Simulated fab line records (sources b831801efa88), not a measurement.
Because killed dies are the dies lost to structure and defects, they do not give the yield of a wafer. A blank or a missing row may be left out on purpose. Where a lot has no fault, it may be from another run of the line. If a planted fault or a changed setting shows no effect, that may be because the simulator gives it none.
Problem report in the 8D (eight disciplines) form, filled by code    flow sky130    the parts of the form that need people (team, actions taken, sign-off) are left out

## 1. THE PROBLEM
Across 9 wafers from 3 lots, SONOS_ONO_OXIDATION_THK at SKY_SONOS_ONO_THK_MEAS_01 averages 1.66 nm, while fault-free wafers read 2.60 nm with a standard deviation of 0.055. That puts it -17 standard deviations away from the usual mean.
First observed at day 12 21:05: wafer L779.1, on film-metro-01. Wafers with a number at this step in the record: 36, from 12 lots. Rule for "out", or "out of limits": more than 4 standard deviations from the usual mean. The rest of the wafers with a number are treated as sound.

## 2. WHAT IT IS AND WHAT IT IS NOT
question                     is                                           is not
which readings at this step  SONOS_ONO_OXIDATION_THK                      -
which lots                   L779, L780, L781                             L777, L778, L782, L784, L794, L795, L796, L798, L799
which wafers of those lots   all that have a number                       -
read on which gauges         film-metro-01, film-metro-03, film-metro-04  -
when                         from day 12 21:05                            up to then (6 sound wafers); but 21 sound wafers of L782, L784, L794, L795, L796, L798, L799 came after

## 3. THE SUSPECTS, EACH WITH WHAT RULES IT OUT
Counting: a tool stays on the suspect list if, at a process step up to the reading, it processed all lots that are out and no sound lot following the first of them.
- ruled out: the gauge at SKY_SONOS_ONO_THK_MEAS_01. Those wafers that are out were read across 3 gauges (film-metro-01, film-metro-03, film-metro-04).
- furnace-01 at SKY_SONOS_ONO_OXIDATION_00 (stabilise 600 s, purge 300 s, target thk 2.6 nm): ruled out as a lasting fault. After its first lot that is out, L779 (day 12 19:44), sound lots L795, L798, L799 ran on it.
Left after counting: nothing in the record.

## 4. THE CAUSE (what the simulator had put in)
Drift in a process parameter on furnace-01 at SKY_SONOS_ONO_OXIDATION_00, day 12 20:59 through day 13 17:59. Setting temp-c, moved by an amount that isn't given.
It was ruled out by counting, in error; the rule expects a fault to strike all lots run on its tool from its start on, and this fault did not.

## 5. THE CHAIN OF EFFECTS, in route order
Each row: a reading whose mean over the struck wafers that have a number lies more than 3 standard deviations from the usual. Readings are gone through only where the record gives a usual standard deviation; hours: the median, over the lots, of the time from a lot's start at the first step in this table giving one to that lot's start at this step; sigmas: the change measured in usual standard deviations.
hours  step                        reading                  usual    on struck wafers  change  sigmas
0      SKY_SONOS_ONO_OXIDATION_00  spike-tc-bottom-C        819.9 C  788.1             -31.8   -14
0      SKY_SONOS_ONO_OXIDATION_00  spike-tc-centre-C        800.2 C  769.5             -30.7   -24
0      SKY_SONOS_ONO_OXIDATION_00  spike-tc-lower-C         801.0 C  770.3             -30.7   -19
0      SKY_SONOS_ONO_OXIDATION_00  spike-tc-top-C           813 C    788               -25     -6.2
0      SKY_SONOS_ONO_OXIDATION_00  spike-tc-upper-C         799.6 C  769.6             -30.0   -25
0      SKY_SONOS_ONO_OXIDATION_00  tube-center-temp-C       800 C    770               -30     -99 or more
0      SKY_SONOS_ONO_OXIDATION_00  tube_center_temp_C_max   802.0    772.6             -29.4   -89
1      SKY_SONOS_ONO_THK_MEAS_01   SONOS_ONO_OXIDATION_THK  2.60 nm  1.66              -0.94   -17
Process steps it contains:
- SKY_SONOS_ONO_OXIDATION_00: stabilise 600 s, purge 300 s, target thk 2.6 nm.
Later measuring or inspecting steps at which every struck wafer that the step has a row for has a number for every such reading, and none has moved that far: SKY_GATE_OXIDE_OVL_MEAS_10.

## 6. HOW IT WOULD HAVE BEEN CAUGHT EARLIER
Counted from the fault's start at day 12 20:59, it took 0 hours until the first out-of-limits reading at a measuring or inspecting step in this record, taken at day 12 21:05.
Tool's own readings at SKY_SONOS_ONO_OXIDATION_00, spike-tc-bottom-C, spike-tc-centre-C, spike-tc-lower-C, spike-tc-top-C, spike-tc-upper-C, tube-center-temp-C, tube_center_temp_C_max: out on all struck wafers the step has rows for; an alarm limit on them would have tripped on the first.
